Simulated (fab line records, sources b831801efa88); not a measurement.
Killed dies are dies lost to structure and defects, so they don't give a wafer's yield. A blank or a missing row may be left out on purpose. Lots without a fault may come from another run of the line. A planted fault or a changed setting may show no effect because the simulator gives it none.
A struck lot beside a sound one | flow sky130 | 34 steps out of a route of 708
Sound: wafers L217.1, L217.3, L217.6. Struck: wafer L225.3. (L225.6 of the same lot was not struck and is left out.) The cause comes at the end.
At each step with rows: each side's tool, then ch and its chambers, then its first start. Under that, the readings that differ: sound wafers | struck wafers | difference of the means | sigmas: that difference in standard deviations of wafers without a fault.
alike: readings whose means differ by less than 2 such deviations, and words and numbers that are the same on both sides. not compared: withheld readings, readings that some wafer has no value for, bounds like >300 that may hide the same value, and numbers for which the record gives no deviation and whose values overlap.
The two part at a step that has a row with sigmas, a row that says differs or no value, or rows on one side only. Numbers that don't overlap but have no deviation are shown without sigmas and don't part them. A reading that every wafer of one side lacks parts them only if that side has two wafers or more.

first, 4 steps without rows for these wafers: SKY_METAL5_SOFTBAKE_10 (time 60 s); SKY_METAL5_EXPOSE_11 (exposes mask MM5, target cd 1600 nm); SKY_METAL5_PEB_12; SKY_METAL5_DEVELOP_13 (develop time 60 s).
SKY_METAL5_DESCUM_14: chemistry O2, time 11 s.
  sound on rie_metal-03 ch 0, day 44 19:55; struck on rie_metal-02 ch 0, day 46 15:41
  alike: drypump_motor_current_A, oes_product_au
  not compared: rf_hours_counter_h
then, 5 steps without rows for these wafers: SKY_METAL5_METAL_ETCH_15 (etches the open film in Cl2/BCl3, stops on SiO2, target depth 1260 nm, time 252 s); SKY_METAL5_STRIP_16 (strips in O2/N2); SKY_METAL5_STRIP_17 (strips in post etch residue remover, time 1200 s); SKY_METAL5_CLEAN_18 (cleans in IPA, time 180 s); SKY_METAL5_CLEAN_19 (cleans in O3/DIW).
SKY_PASSIVATION_CVD_00: deposits SiO2, target thk 90 nm.
  sound on pecvd-04 ch 0,2, day 44 20:50; struck on pecvd-03 ch 1, day 46 16:32
  reading            | sound       | struck | difference | sigmas
  heater_power_w (W) | 545 671 659 | 421    | -204       | -2
SKY_PASSIVATION_THK_MEAS_01:
  sound on film_metro-03, day 44 20:51; struck on film_metro-01, day 46 16:34
  alike: PASSIVATION_CVD_00_THK
SKY_PASSIVATION_CVD_02: deposits Si3N4, target thk 540 nm.
  sound on pecvd-02 ch 0,1,2, day 44 20:55; struck on pecvd-02 ch 1, day 46 16:37
  reading                                       | sound             | struck | difference | sigmas
  model.Si3N4_of_PASSIVATION_CVD_02.thk_nm (nm) | 539.8 544.1 550.4 | 715    | +170       |
  alike: heater_power_w
SKY_PASSIVATION_THK_MEAS_03:
  sound on film_metro-03, day 44 21:08; struck on film_metro-03, day 46 16:51
  reading                     | sound       | struck | difference | sigmas
  PASSIVATION_CVD_02_THK (nm) | 539 544 550 | 715    | +171       | +25
then, 7 steps without rows for these wafers: SKY_PASSIVATION_DEHYDRATE_04 (time 60 s); SKY_PASSIVATION_HMDS_05 (prime time 60 s); SKY_PASSIVATION_COAT_06 (resist thk 3000 nm); SKY_PASSIVATION_SOFTBAKE_07; SKY_PASSIVATION_EXPOSE_08 (exposes mask NSM, target cd 3000 nm); SKY_PASSIVATION_PEB_09; SKY_PASSIVATION_DEVELOP_10 (develop time 60 s).
SKY_PASSIVATION_ETCH_11: etches the open film in CF4/O2, stops on AlCu, target depth 725 nm, time 161.1 s.
  sound on rie_diel-02 ch 0,1, day 45 17:57; struck on rie_diel-02 ch 0, day 47 13:28
  alike: drypump_motor_current_A, oes_product_au, throttle_valve_pct
  not compared: rf_hours_counter_h
SKY_PASSIVATION_STRIP_12: strips in O2/N2.
  sound on plasma_asher-04 ch 0, day 45 18:04; struck on plasma_asher-02 ch 1, day 47 13:37
  reading                     | sound       | struck | difference | sigmas
  drypump_motor_current_A (A) | 5.1 5.1 5.1 | 5.7    | +0.6       | +2
  alike: n2_flow_sccm, oes_product_au, strip_time_to_endpoint_s
  not compared: rf_hours_counter_h
then, 7 steps without rows for these wafers: SKY_PAD_OPEN_DEHYDRATE_00 (time 60 s); SKY_PAD_OPEN_HMDS_01 (prime time 60 s); SKY_PAD_OPEN_COAT_02 (resist thk 3000 nm); SKY_PAD_OPEN_SOFTBAKE_03; SKY_PAD_OPEN_EXPOSE_04 (exposes mask PDM, target cd 60000 nm); SKY_PAD_OPEN_PEB_05; SKY_PAD_OPEN_DEVELOP_06 (develop time 60 s).
SKY_PAD_OPEN_ETCH_07: etches the open film in CF4/O2, stops on AlCu, target depth 725 nm, time 161.1 s.
  sound on rie_diel-04 ch 0,1,3, day 46 14:45; struck on rie_diel-01 ch 2, day 48 09:43
  alike: drypump_motor_current_A, oes_product_au, throttle_valve_pct
  not compared: rf_hours_counter_h
then, 1 step without rows for these wafers: SKY_PAD_OPEN_STRIP_08 (strips in O2/N2).
SKY_PAD_OPEN_STRIP_09: strips in post etch residue remover, time 1200 s.
  sound on wet_bench-02 ch 1, day 46 14:58; struck on wet_bench-04 ch 3, day 48 09:55
  reading                                       | sound             | struck | difference | sigmas
  model.Si3N4_of_PASSIVATION_CVD_02.thk_nm (nm) | 539.4 543.7 550.1 | 714.6  | +170.2     |
then, 1 step without rows for these wafers: SKY_PAD_OPEN_CLEAN_10 (cleans in IPA, time 180 s).

WHERE THEY PART
First at SKY_PASSIVATION_CVD_00; last, within this record, at SKY_PASSIVATION_STRIP_12. Later steps at which nothing parts them and some readings are alike: SKY_PAD_OPEN_ETCH_07.

WHY: what the simulator had put in
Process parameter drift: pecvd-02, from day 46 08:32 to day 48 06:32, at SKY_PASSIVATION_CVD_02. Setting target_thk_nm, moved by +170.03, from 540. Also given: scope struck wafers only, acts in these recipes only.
